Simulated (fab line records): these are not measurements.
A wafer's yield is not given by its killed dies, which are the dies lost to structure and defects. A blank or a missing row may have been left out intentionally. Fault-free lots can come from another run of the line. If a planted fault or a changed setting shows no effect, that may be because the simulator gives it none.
fab line records :: flow sfq_line
record:
  lots: 14
  wafers: 42
  last_day: 80
route steps=325 shown M1@66
lots untouched by any fault: they come from a run of this same line in which no faults occurred
start_h: the number of hours between the record's first day and the start of the first shown wafer of the lot :: wait_h: hours from the lot's prior step to this one :: " identical to the entry in the row above :: L1.1+2: several wafers, shown together as one row :: - value missing, or start not given :: * or withheld: withheld :: < > ~ a bound
route shown NAME@n: a module of which the file shows steps, and the number in the route of the first :: usual: average and standard deviation across the fault-free wafers :: same: alike in all rows :: chamber/n: place in a boat :: sites: per-site readings :: _std_site: how widely they spread, as a standard deviation :: _edge_site: outer sites' mean less inner sites' :: radius_mm: for every site, how far away it sits from the centre of the wafer :: mask NAME#n: copy n :: behind: the most recent tool/chamber to have shaped the wafer :: hold: why the lot went on hold/how many hours it stayed there/how the hold came to an end :: device: the transistor (n, p or np) that didn't switch :: end of line: tests run on the same wafers once the route is complete :: step lacking rows: just its recipe :: killed: dies that structure and defects cost at the first sort, which is not the same as the wafer's yield :: map: the dies of a wafer, with x for killed, . for not killed, _ for no die there
set.NAME: the setting that was run; set.NAME@STEP: the one run at that earlier step :: model.NAME: the simulator's own value behind a step, which no gauge read
route steps across a sampled set of lots; one table per step, one row per wafer
== steps ==
step: SFQ_TRILAYER_M1_LITHO_PEB_042
recipe:
  peb_temp_c: 115
  peb_time_s: 60
  resist: KrF
usual:
  chill_plate_temp_C: 22.99/0.11
  exhaust_pa: 45.2/0.78
  heater_power_total_W: 79.15/0.068
lot.wafer: L412.2
tool: litho_track-04
chamber: 0
start_h: 423.25
wait_h: 0.8
chill_plate_temp_C: 22.95
exhaust_pa: 44.4
heater_power_total_W: 79.29

lot.wafer: L412.3
tool: litho_track-04
chamber: 0
start_h: 423.25
wait_h: 0.8
chill_plate_temp_C: 22.95
exhaust_pa: 43.8
heater_power_total_W: 79.13

lot.wafer: L412.6
tool: litho_track-04
chamber: 0
start_h: 423.25
wait_h: 0.8
chill_plate_temp_C: 22.96
exhaust_pa: 43.9
heater_power_total_W: 79.19

lot.wafer: L413.1
tool: litho_track-03
chamber: 0
start_h: 429.35
wait_h: 1.0
chill_plate_temp_C: 23.00
exhaust_pa: 44.4
heater_power_total_W: 79.22

lot.wafer: L413.4
tool: litho_track-03
chamber: 0
start_h: 429.35
wait_h: 1.0
chill_plate_temp_C: 23.06
exhaust_pa: 44.6
heater_power_total_W: 79.24

lot.wafer: L413.6
tool: litho_track-03
chamber: 0
start_h: 429.35
wait_h: 1.0
chill_plate_temp_C: 22.88
exhaust_pa: 44.6
heater_power_total_W: 79.12

lot.wafer: L414.1
tool: litho_track-03
chamber: 0
start_h: 436.55
wait_h: 1.0
chill_plate_temp_C: 22.98
exhaust_pa: 45.8
heater_power_total_W: 79.15

lot.wafer: L414.3
tool: litho_track-03
chamber: 0
start_h: 436.55
wait_h: 1.0
chill_plate_temp_C: 23.17
exhaust_pa: 44.9
heater_power_total_W: 79.12

lot.wafer: L414.5
tool: litho_track-03
chamber: 0
start_h: 436.55
wait_h: 1.0
chill_plate_temp_C: 23.01
exhaust_pa: 44.4
heater_power_total_W: 79.14

lot.wafer: L415.2
tool: litho_track-04
chamber: 0
start_h: 447.37
wait_h: 0.8
chill_plate_temp_C: 22.92
exhaust_pa: 44.7
heater_power_total_W: 79.06

lot.wafer: L415.4
tool: litho_track-04
chamber: 0
start_h: 447.37
wait_h: 0.8
chill_plate_temp_C: 22.97
exhaust_pa: 45.6
heater_power_total_W: 79.23

lot.wafer: L415.5
tool: litho_track-04
chamber: 0
start_h: 447.37
wait_h: 0.8
chill_plate_temp_C: 22.92
exhaust_pa: 45.7
heater_power_total_W: 79.16

lot.wafer: L417.2
tool: litho_track-03
chamber: 0
start_h: 493.15
wait_h: 0.8
chill_plate_temp_C: 23.08
exhaust_pa: 45.7
heater_power_total_W: 79.18

lot.wafer: L417.4
tool: litho_track-03
chamber: 0
start_h: 493.15
wait_h: 0.8
chill_plate_temp_C: 22.84
exhaust_pa: 44.8
heater_power_total_W: 79.22

lot.wafer: L417.6
tool: litho_track-03
chamber: 0
start_h: 493.15
wait_h: 0.8
chill_plate_temp_C: 23.01
exhaust_pa: 44.4
heater_power_total_W: 79.06

lot.wafer: L420.2
tool: litho_track-03
chamber: -
start_h: 520.75
wait_h: 0.8
chill_plate_temp_C: -
exhaust_pa: -
heater_power_total_W: -

lot.wafer: L420.4
tool: litho_track-03
chamber: -
start_h: 520.75
wait_h: 0.8
chill_plate_temp_C: -
exhaust_pa: -
heater_power_total_W: -

lot.wafer: L420.5
tool: litho_track-03
chamber: -
start_h: 520.75
wait_h: 0.8
chill_plate_temp_C: -
exhaust_pa: -
heater_power_total_W: -

lot.wafer: L421.1
tool: litho_track-03
chamber: -
start_h: 522.92
wait_h: 1.0
chill_plate_temp_C: -
exhaust_pa: -
heater_power_total_W: -

lot.wafer: L421.2
tool: litho_track-03
chamber: -
start_h: 522.92
wait_h: 1.0
chill_plate_temp_C: -
exhaust_pa: -
heater_power_total_W: -

lot.wafer: L421.5
tool: litho_track-03
chamber: -
start_h: 522.92
wait_h: 1.0
chill_plate_temp_C: -
exhaust_pa: -
heater_power_total_W: -

lot.wafer: L429.1
tool: litho_track-04
chamber: 0
start_h: 744.35
wait_h: 1.0
chill_plate_temp_C: 22.85
exhaust_pa: 45.3
heater_power_total_W: 79.09

lot.wafer: L429.2
tool: litho_track-04
chamber: 0
start_h: 744.35
wait_h: 1.0
chill_plate_temp_C: 23.07
exhaust_pa: 45.5
heater_power_total_W: 79.21

lot.wafer: L429.5
tool: litho_track-04
chamber: 0
start_h: 744.35
wait_h: 1.0
chill_plate_temp_C: 23.10
exhaust_pa: 44.7
heater_power_total_W: 79.14

lot.wafer: L430.1
tool: litho_track-03
chamber: 0
start_h: 757.55
wait_h: 1.0
chill_plate_temp_C: 22.93
exhaust_pa: 45.0
heater_power_total_W: 79.10

lot.wafer: L430.3
tool: litho_track-03
chamber: 0
start_h: 757.55
wait_h: 1.0
chill_plate_temp_C: 22.97
exhaust_pa: 46.1
heater_power_total_W: 79.16

lot.wafer: L430.5
tool: litho_track-03
chamber: 0
start_h: 757.55
wait_h: 1.0
chill_plate_temp_C: 22.85
exhaust_pa: 45.5
heater_power_total_W: 79.19

lot.wafer: L431.1
tool: litho_track-04
chamber: 0
start_h: 767.15
wait_h: 1.0
chill_plate_temp_C: 22.89
exhaust_pa: 45.2
heater_power_total_W: 79.00

lot.wafer: L431.2
tool: litho_track-04
chamber: 0
start_h: 767.15
wait_h: 1.0
chill_plate_temp_C: 22.89
exhaust_pa: 45.7
heater_power_total_W: 79.20

lot.wafer: L431.6
tool: litho_track-04
chamber: 0
start_h: 767.15
wait_h: 1.0
chill_plate_temp_C: 22.92
exhaust_pa: 45.3
heater_power_total_W: 79.16

lot.wafer: L432.2
tool: litho_track-02
chamber: 0
start_h: 799.64
wait_h: 0.8
chill_plate_temp_C: 23.16
exhaust_pa: 46.0
heater_power_total_W: 79.04

lot.wafer: L432.5
tool: litho_track-02
chamber: 0
start_h: 799.64
wait_h: 0.8
chill_plate_temp_C: 23.05
exhaust_pa: 45.9
heater_power_total_W: 79.18

lot.wafer: L432.6
tool: litho_track-02
chamber: 0
start_h: 799.64
wait_h: 0.8
chill_plate_temp_C: 23.17
exhaust_pa: 46.3
heater_power_total_W: 79.17

lot.wafer: L433.2
tool: litho_track-02
chamber: 0
start_h: 803.24
wait_h: 0.8
chill_plate_temp_C: 22.90
exhaust_pa: 44.9
heater_power_total_W: 79.27

lot.wafer: L433.4
tool: litho_track-02
chamber: 0
start_h: 803.24
wait_h: 0.8
chill_plate_temp_C: 22.90
exhaust_pa: 45.3
heater_power_total_W: 79.11

lot.wafer: L433.6
tool: litho_track-02
chamber: 0
start_h: 803.24
wait_h: 0.8
chill_plate_temp_C: 23.01
exhaust_pa: 44.8
heater_power_total_W: 79.26

lot.wafer: L434.1
tool: litho_track-02
chamber: 0
start_h: 815.22
wait_h: 1.0
chill_plate_temp_C: 23.04
exhaust_pa: 45.1
heater_power_total_W: 79.23

lot.wafer: L434.2
tool: litho_track-02
chamber: 0
start_h: 815.22
wait_h: 1.0
chill_plate_temp_C: 22.88
exhaust_pa: 45.4
heater_power_total_W: 79.08

lot.wafer: L434.3
tool: litho_track-02
chamber: 0
start_h: 815.22
wait_h: 1.0
chill_plate_temp_C: 23.15
exhaust_pa: 45.4
heater_power_total_W: 79.18

lot.wafer: L435.3
tool: litho_track-02
chamber: 0
start_h: 827.23
wait_h: 0.7
chill_plate_temp_C: 22.88
exhaust_pa: 45.6
heater_power_total_W: 79.22

lot.wafer: L435.4
tool: litho_track-02
chamber: 0
start_h: 827.23
wait_h: 0.7
chill_plate_temp_C: 22.96
exhaust_pa: 45.3
heater_power_total_W: 79.24

lot.wafer: L435.6
tool: litho_track-02
chamber: 0
start_h: 827.23
wait_h: 0.7
chill_plate_temp_C: 22.91
exhaust_pa: 45.4
heater_power_total_W: 79.13
== key ==
first_sign:
  step: SFQ_TRILAYER_M1_LITHO_PEB_042
  reading: tool_record
  direction: missing
effect none on later readings
met_at SFQ_TRILAYER_M1_LITHO_PEB_042
struck_lots L420,L421
onset_between 493.15 520.75
fault:
  kind: skipped_step_whole
  tool: litho_track-03
  chamber: -
  onset_h: 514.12
  steps: SFQ_TRILAYER_M1_LITHO_PEB_042
  scope: struck_lots_only
